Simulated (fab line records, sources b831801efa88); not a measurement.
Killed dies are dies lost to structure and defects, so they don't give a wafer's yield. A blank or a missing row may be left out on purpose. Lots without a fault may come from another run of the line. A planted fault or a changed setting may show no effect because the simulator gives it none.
Which tool did it? | flow sky130 | 9 lots, 27 wafers sampled, at 3 steps of a route of 708

WHAT THE GAUGES READ, wafer by wafer
SKY_METAL2_RS_MEAS_05: measures by four-point-probe.
lot  | measured     | on            | METAL2_ALCU_RS (ohm/sq)
L385 | day 34 08:50 | film_metro-02 | 0.1271 0.1274 0.1266
L387 | day 35 07:10 | film_metro-04 | 0.1275 0.1284 0.1257
L391 | day 36 13:29 | film_metro-01 | 0.1281 0.1269 0.1266
L394 | day 37 15:07 | film_metro-02 | 0.1262 0.0914 0.0919
L395 | day 38 00:34 | film_metro-04 | 0.1251 0.1278 0.1249
L397 | day 38 19:17 | film_metro-01 | 0.1254 0.0907 0.1271
L399 | day 39 15:31 | film_metro-02 | 0.1247 0.1254 0.1271
L405 | day 40 16:09 | film_metro-02 | 0.1271 0.1280 0.1253
L406 | day 40 22:41 | film_metro-04 | 0.1265 0.1250 0.1254

WHICH TOOL RAN EACH LOT (tool, then ch and the chambers of the sampled wafers, then the start)
lot  | SKY_VIA1_ETCH_14                   | SKY_METAL2_SPUTTER_02
L385 | rie_diel-02 ch 1,2,3, day 34 07:23 | pvd_sputter-02, day 34 08:45
L387 | rie_diel-02 ch 0,2,3, day 35 05:41 | pvd_sputter-02, day 35 07:04
L391 | rie_diel-02 ch 0,1, day 36 11:59   | pvd_sputter-02, day 36 13:20
L394 | rie_diel-01 ch 0,3, day 37 12:35   | pvd_sputter-02, day 37 15:01
L395 | rie_diel-02 ch 0,2,3, day 37 23:05 | pvd_sputter-01, day 38 00:27
L397 | rie_diel-02 ch 0,1,2, day 38 17:47 | pvd_sputter-02, day 38 19:08
L399 | rie_diel-02 ch 1,2,3, day 39 14:02 | pvd_sputter-01, day 39 15:24
L405 | rie_diel-01 ch 2,3, day 40 14:41   | pvd_sputter-03, day 40 16:02
L406 | rie_diel-01 ch 1,2,3, day 40 21:14 | pvd_sputter-01, day 40 22:35
- SKY_VIA1_ETCH_14: etches BARC in N2/H2, stops on SiO2, time 45.9 s, target depth 60 nm.
- SKY_METAL2_SPUTTER_02: material AlCu, target thk 250 nm, time 13.3 s.

THE ANSWER, worked out from the rows above alone
Rule: what is usual is taken from the lots themselves. Put in order of their means at a reading, lots are off if they are a third of the lots or fewer, leave a main group of 4 or more, and stand apart from it by a gap of 3 or more times the standard deviation of the main group's means; of several such gaps the widest counts. A main group whose means are all the same, to the digits that the tables above print for the reading, isn't used. A lot without any number at a reading at which 4 lots or more have one is off too. The other lots that the step has rows for count as sound.
Off: L394, L397, at SKY_METAL2_RS_MEAS_05 (METAL2_ALCU_RS). The main group: mean 0.1265 ohm/sq, standard deviation 0.00066.
A tool fits if, at a process step before that reading, it ran every lot that is off, and no sound lot after the first of them. The gauges at SKY_METAL2_RS_MEAS_05 are tried like those tools. One fits: pvd_sputter-02 at SKY_METAL2_SPUTTER_02. Its last sound lot is L391 (day 36 13:20), its first lot that is off L394 (day 37 15:01): a fault that began between those two fits.

WHAT THE SIMULATOR HAD PUT IN
Process parameter drift: pvd_sputter-02, from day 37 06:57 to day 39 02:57, at SKY_METAL2_SPUTTER_02. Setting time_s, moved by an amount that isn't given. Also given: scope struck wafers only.
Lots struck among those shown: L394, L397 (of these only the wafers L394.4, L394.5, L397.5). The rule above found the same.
